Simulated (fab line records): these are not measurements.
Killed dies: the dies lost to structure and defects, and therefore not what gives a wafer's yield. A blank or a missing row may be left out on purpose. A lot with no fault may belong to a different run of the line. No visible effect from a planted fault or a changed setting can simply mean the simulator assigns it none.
Which tool did it? ; flow gf180mcu ; Sampling: 12 lots, 36 wafers, 2 of 602 route steps

== WHAT THE GAUGES READ, wafer by wafer ==
GF_TOP_METAL_CD_MEAS_14: target cd 440 nm. Usual: cd_nm at 439.5 nm, with a standard deviation of 2.1.
lot;measured;on;cd_nm (nm);flag
L135;day 28 05:25;cd_sem-01;438.7 435.8 436.2;
L136;day 28 11:01;cd_sem-02;441.5 441.7 442.6;
L138;day 29 02:24;cd_sem-02;435.8 434.5 434.9;
L141;day 29 22:32;cd_sem-02;438.2 438.3 439.3;
L143;day 30 16:33;cd_sem-01;439.9 440.3 439.0;
L145;day 31 00:37;cd_sem-02;439.6 439.9 439.4;
L146;day 31 09:11;cd_sem-01;440.1 438.6 438.8;
L148;day 31 22:26;cd_sem-02;439.5 439.8 439.6;
L150;day 32 10:01;cd_sem-01;436.4 437.0 436.9;
L152;day 33 01:02;cd_sem-01;438.1 437.1 438.6;
L153;day 33 04:40;cd_sem-02;439.4 437.7 439.1;
L154;day 33 11:01;cd_sem-01;441.0 441.8 442.3;

== WHICH TOOL RAN EACH LOT (tool, then ch and the chambers of the sampled wafers, then the start) ==
lot;GF_V5_CVD_23
L135;cvd_w-01 ch 0,1, day 27 08:31
L136;cvd_w-02 ch 0,1, day 27 14:17
L138;cvd_w-02 ch 0,1, day 28 06:16
L141;cvd_w-02 ch 1, day 29 02:13
L143;cvd_w-01 ch 0,1, day 29 21:38
L145;cvd_w-02 ch 0,1, day 30 06:07
L146;cvd_w-01 ch 0,1, day 30 14:32
L148;cvd_w-01 ch 0,1, day 31 04:23
L150;cvd_w-02 ch 0,1, day 31 16:23
L152;cvd_w-01 ch 0,1, day 32 08:16
L153;cvd_w-02 ch 0,1, day 32 11:57
L154;cvd_w-01 ch 0,1, day 32 18:35
- GF_V5_CVD_23: deposits W, target thk 350 nm, time 104.9 s.

== AS READ BY THE TOOLS THEMSELVES (means over the sampled wafers that have a number; for cases with no such wafer, the mark the record gives instead) ==
GF_V5_CVD_23. Usual: heater_power_w at 954 W, with a standard deviation of 120.
lot;tool;heater_power_w (W);flag
L135;cvd_w-01;1008;
L136;cvd_w-02;971;
L138;cvd_w-02;972;
L141;cvd_w-02;1024;
L143;cvd_w-01;920;
L145;cvd_w-02;980;
L146;cvd_w-01;1008;
L148;cvd_w-01;1004;
L150;cvd_w-02;981;
L152;cvd_w-01;922;
L153;cvd_w-02;910;
L154;cvd_w-01;922;

== THE ANSWER, worked out from the rows above alone ==
Rule: take the mean of a lot's wafers that have a number; if it is more than 3 standard deviations from the usual mean, the lot is off. A lot without any number at a reading at which 4 lots or more have one is off too. Where the step has rows for the other lots, those lots are counted as sound. The gauges are gone through in route order, then the tools' own readings, and for those a lot's mean is taken as printed above. The first step at which some lot is off is used, and at that step the reading that is off furthest; a lot without a number counts as furthest.
Across all readings shown, no lot is off: no conclusion can be drawn from this.

== WHAT WAS PUT IN BY THE SIMULATOR ==
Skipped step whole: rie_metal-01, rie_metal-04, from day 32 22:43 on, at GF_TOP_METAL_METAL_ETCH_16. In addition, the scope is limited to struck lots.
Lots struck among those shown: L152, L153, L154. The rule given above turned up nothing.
